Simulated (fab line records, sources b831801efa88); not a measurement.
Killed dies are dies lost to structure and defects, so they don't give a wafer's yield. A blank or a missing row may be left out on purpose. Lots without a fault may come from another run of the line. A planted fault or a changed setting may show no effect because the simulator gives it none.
A struck lot beside a sound one | flow sfq_line | 24 steps out of a route of 325
Sound: wafers L365.1, L365.3, L365.6. Struck: wafers L362.2, L362.3, L362.6. The cause comes at the end.
At each step with rows: each side's tool, then ch and its chambers, then its first start. Under that, the readings that differ: sound wafers | struck wafers | difference of the means | sigmas: that difference in standard deviations of wafers without a fault.
alike: readings whose means differ by less than 2 such deviations, and words and numbers that are the same on both sides. not compared: withheld readings, readings that some wafer has no value for, bounds like >300 that may hide the same value, and numbers for which the record gives no deviation and whose values overlap.
The two part at a step that has a row with sigmas, a row that says differs or no value, or rows on one side only. Numbers that don't overlap but have no deviation are shown without sigmas and don't part them. A reading that every wafer of one side lacks parts them only if that side has two wafers or more.

first, 2 steps without rows for these wafers: SFQ_TRILAYER_C5_STRIP_SOLV_CLEAN_156 (cleans in NMP, time 600 s); SFQ_TRILAYER_M6_DEP_PRE_CLEAN_158 (time 22.5 s).
SFQ_TRILAYER_M6_DEP_SPUTTER_157: material Nb, target thk 200 nm, time 133.3 s.
  sound on pvd_sputter-03, day 60 08:04; struck on pvd_sputter-03, day 59 22:28
  reading              | sound             | struck            | difference | sigmas
  substrate_temp_c (C) | 20.04 19.96 19.79 | 20.30 20.16 20.05 | +0.24      | +2
  alike: throttle_valve_pct
SFQ_M6_RS_MEAS_938: measures by four-point-probe.
  sound on film_metro-02, day 60 08:09; struck on film_metro-02, day 59 22:34
  alike: M6_NB_RS
then, 6 steps without rows for these wafers: SFQ_TRILAYER_M6_LITHO_COAT_164 (resist thk 62 nm); SFQ_TRILAYER_M6_LITHO_COAT_159 (resist thk 600 nm); SFQ_TRILAYER_M6_LITHO_SOFTBAKE_163; SFQ_TRILAYER_M6_LITHO_EXPOSE_160 (exposes mask M6, target cd 500 nm); SFQ_TRILAYER_M6_LITHO_PEB_162 (peb time 60 s); SFQ_TRILAYER_M6_LITHO_DEVELOP_161 (time 60 s).
SFQ_M6_OVL_MEAS_940:
  sound on overlay-01, day 60 17:37; struck on overlay-01, day 60 14:01
  alike: M6_OVL
SFQ_TRILAYER_M6_BARC_OPEN_METAL_ETCH_206: etches BARC in O2, target depth 125 nm, time 41.7 s.
  sound on rie_metal-01 ch 0,1, day 60 17:38; struck on rie_metal-01 ch 0,1, day 60 14:02
  no value came back on the struck wafers for bias_w (W), chamber_pressure_mTorr (mTorr), drypump_motor_current_A (A), oes_product_au (a.u.); on the sound wafers bias_w (W) reads 79.88 79.71 80.27
  reading                                             | sound             | struck            | difference | sigmas
  model.KrF_of_TRILAYER_M6_LITHO_COAT_159.thk_nm (nm) | 526.1 524.5 523.5 | 569.8 570.4 569.2 | +45.1      |
  not compared: rf_hours_counter_h
SFQ_TRILAYER_M6_ETCH_METAL_ETCH_162: etches Nb in Cl2/Ar, stops on SiO2, target depth 240 nm, time 120 s.
  sound on rie_metal-01 ch 0,1, day 60 17:42; struck on rie_metal-01 ch 0,1, day 60 14:06
  reading                                             | sound              | struck               | difference | sigmas
  chamber_pressure_mTorr (mTorr)                      | 9.991 9.995 10.001 | 10.017 10.018 10.015 | +0.021     | +2
  oes_product_au (a.u.)                               | 0.893 0.889 0.891  | 0.376 0.372 0.381    | -0.515     | -69
  model.KrF_of_TRILAYER_M6_LITHO_COAT_159.thk_nm (nm) | 387.4 384.5 384.5  | 430.6 431.2 430.8    | +45.4      |
  alike: bias_w, drypump_motor_current_A
  not compared: rf_hours_counter_h
SFQ_TRILAYER_M6_STRIP_STRIP_163: strips in O2.
  sound on rie_metal-01 ch 0,1, day 60 17:50; struck on rie_metal-01 ch 0,1, day 60 14:14
  alike: drypump_motor_current_A, oes_product_au, platen_temp_c
  not compared: rf_hours_counter_h
then, 1 step without rows for these wafers: SFQ_TRILAYER_M6_STRIP_SOLV_CLEAN_164 (cleans in NMP, time 600 s).
SFQ_TRILAYER_I6_DEP_PECVD_165: deposits SiO2 from SiH4/N2O, time 111.11 s, target thk 500 nm.
  sound on pecvd-02 ch 0,1, day 60 18:36; struck on pecvd-03 ch 1,2, day 60 15:00
  alike: heater_power_w, throttle_valve_pct
SFQ_TRILAYER_I6_CMP_CMP_166: polishes SiO2.
  sound on cmp-02 ch 0,1,3, day 61 02:05; struck on cmp-02 ch 0,2,3, day 60 19:05
  alike: motor_current_A, slurry_flow_ml_min, time_to_endpoint_s
SFQ_I6_BOW_MEAS_941:
  sound on film_metro-01, day 61 04:05; struck on film_metro-02, day 60 22:07
  alike: I6_BOW
SFQ_TRILAYER_I6_METRO_MEASURE_167:
  sound on film_metro-01, day 61 04:13; struck on film_metro-02, day 60 22:25
  alike: thk_nm
then, 3 steps without rows for these wafers: SFQ_TRILAYER_I6_VIA_LITHO_COAT_174 (resist thk 62 nm); SFQ_TRILAYER_I6_VIA_LITHO_COAT_169 (resist thk 650 nm); SFQ_TRILAYER_I6_VIA_LITHO_SOFTBAKE_173.
SFQ_TRILAYER_I6_VIA_LITHO_EXPOSE_170: exposes mask I6, target cd 700 nm.
  sound on krf_scanner-02 ch 0, day 62 06:21; struck on krf_scanner-02, day 62 02:57
  no value came back on the struck wafers for exposure_dose_mJ_cm2, focus_offset_nm (nm); on the sound wafers exposure_dose_mJ_cm2 reads 21.272 21.292 21.241
  alike: mask
then, 1 step without rows for these wafers: SFQ_TRILAYER_I6_VIA_LITHO_PEB_172 (peb time 60 s).

WHERE THEY PART
First at SFQ_TRILAYER_M6_DEP_SPUTTER_157; last, within this record, at SFQ_TRILAYER_I6_VIA_LITHO_EXPOSE_170.

WHY: what the simulator had put in
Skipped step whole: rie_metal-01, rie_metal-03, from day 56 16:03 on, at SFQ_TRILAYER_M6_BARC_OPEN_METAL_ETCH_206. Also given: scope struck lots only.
